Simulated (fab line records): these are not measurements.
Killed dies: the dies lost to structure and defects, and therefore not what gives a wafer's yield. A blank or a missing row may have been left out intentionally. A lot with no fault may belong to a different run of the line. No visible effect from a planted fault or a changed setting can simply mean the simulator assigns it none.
Which tool is to blame? + flow gf180mcu + 42 wafers from 14 lots sampled at 3 of the route's 602 steps

== WHAT EACH GAUGE READ, for each wafer ==
GF_V5_THK_MEAS_01. Usual: V5_CVD_00_THK gives 298.5 nm (standard deviation 2.6).
| lot  | measured     | on           | V5_CVD_00_THK (nm) | flag |
|------|--------------|--------------|--------------------|------|
| L424 | day 26 12:20 | filmMetro-02 | 296.5 291.9 296.5  |      |
| L425 | day 26 13:19 | filmMetro-01 | 292.8 297.2 297.6  |      |
| L427 | day 27 06:14 | filmMetro-01 | 299.2 301.1 299.6  |      |
| L428 | day 27 16:27 | filmMetro-04 | 295.8 295.4 299.5  |      |
| L429 | day 28 00:23 | filmMetro-02 | 297.3 293.5 295.7  |      |
| L430 | day 28 12:30 | filmMetro-01 | 302.5 300.2 301.4  |      |
| L431 | day 28 19:37 | filmMetro-01 | 297.5 295.3 300.8  |      |
| L433 | day 29 07:56 | filmMetro-01 | 299.9 300.5 297.3  |      |
| L435 | day 29 18:20 | filmMetro-01 | 297.2 297.9 303.5  |      |
| L437 | day 30 12:47 | filmMetro-01 | 303.3 298.5 298.4  |      |
| L443 | day 32 04:32 | filmMetro-04 | 300.5 301.2 298.5  |      |
| L444 | day 32 06:40 | filmMetro-01 | 296.3 297.1 295.3  |      |
| L447 | day 33 02:20 | filmMetro-04 | 302.6 303.1 301.6  |      |

GF_V5_BOW_MEAS_05. Usual: V5_BOW gives 134 um (standard deviation 10).
| lot  | measured     | on           | V5_BOW (um) | flag |
|------|--------------|--------------|-------------|------|
| L424 | day 26 12:52 | filmMetro-01 | 140 150 146 |      |
| L425 | day 26 13:50 | filmMetro-04 | 115 123 114 |      |
| L427 | day 27 06:46 | filmMetro-02 | 142 117 140 |      |
| L428 | day 27 16:58 | filmMetro-04 | 123 124 125 |      |
| L429 | day 28 00:55 | filmMetro-04 | 130 127 138 |      |
| L430 | day 28 13:03 | filmMetro-02 | 118 130 128 |      |
| L431 | day 28 20:10 | filmMetro-04 | 135 139 140 |      |
| L433 | day 29 08:29 | filmMetro-04 | 142 125 140 |      |
| L435 | day 29 18:57 | filmMetro-01 | 150 146 146 |      |
| L437 | day 30 13:19 | filmMetro-01 | 121 124 124 |      |
| L443 | day 32 05:05 | filmMetro-02 | 129 135 134 |      |
| L444 | day 32 07:12 | filmMetro-02 | 122 138 132 |      |
| L447 | day 33 02:52 | filmMetro-04 | 134 137 136 |      |

== TOOL THAT RAN EACH LOT (tool first, then ch and the chambers of the sampled wafers, then the start) ==
| lot  | GF_HV_LDD_DEVELOP_06             |
|------|----------------------------------|
| L424 | lithoTrack-04 ch 0, day 10 03:05 |
| L425 | lithoTrack-02 ch 0, day 10 05:21 |
| L427 | lithoTrack-03 ch 0, day 10 20:31 |
| L428 | lithoTrack-03 ch 0, day 11 06:46 |
| L429 | lithoTrack-04 ch 0, day 11 13:29 |
| L430 | lithoTrack-03 ch 0, day 11 23:46 |
| L431 | lithoTrack-03 ch 0, day 12 04:10 |
| L433 | lithoTrack-04 ch 0, day 12 20:29 |
| L435 | lithoTrack-03 ch 0, day 13 06:36 |
| L437 | lithoTrack-03 ch 0, day 14 01:16 |
| L441 | lithoTrack-03 ch 0, day 15 02:34 |
| L443 | lithoTrack-02 ch 0, day 15 23:41 |
| L444 | lithoTrack-02 ch 0, day 16 02:30 |
| L447 | lithoTrack-02 ch 0, day 17 05:51 |
- GF_HV_LDD_DEVELOP_06: develop time 60 s.

== AS READ BY THE TOOLS THEMSELVES (means over the sampled wafers that have a number; for cases with no such wafer, the mark the record gives instead) ==
The record holds no such reading with a usual standard deviation.

== THE ANSWER, worked out from the rows above alone ==
Rule: a lot is off if the mean of its wafers that have a number lies more than 3 standard deviations from the usual mean. Also off: a lot with no number at a reading for which 4 or more lots have one. Any other lot the step has rows for is counted as sound. First the gauges in route order, then the tools' own readings, where a lot's mean is used as printed above. At the first step where some lot is off, the reading lying furthest off is the one used; lots without a number count as furthest.
Nothing can be told from this: no lot is off at any reading shown.

== WHAT THE SIMULATOR HAD PUT IN ==
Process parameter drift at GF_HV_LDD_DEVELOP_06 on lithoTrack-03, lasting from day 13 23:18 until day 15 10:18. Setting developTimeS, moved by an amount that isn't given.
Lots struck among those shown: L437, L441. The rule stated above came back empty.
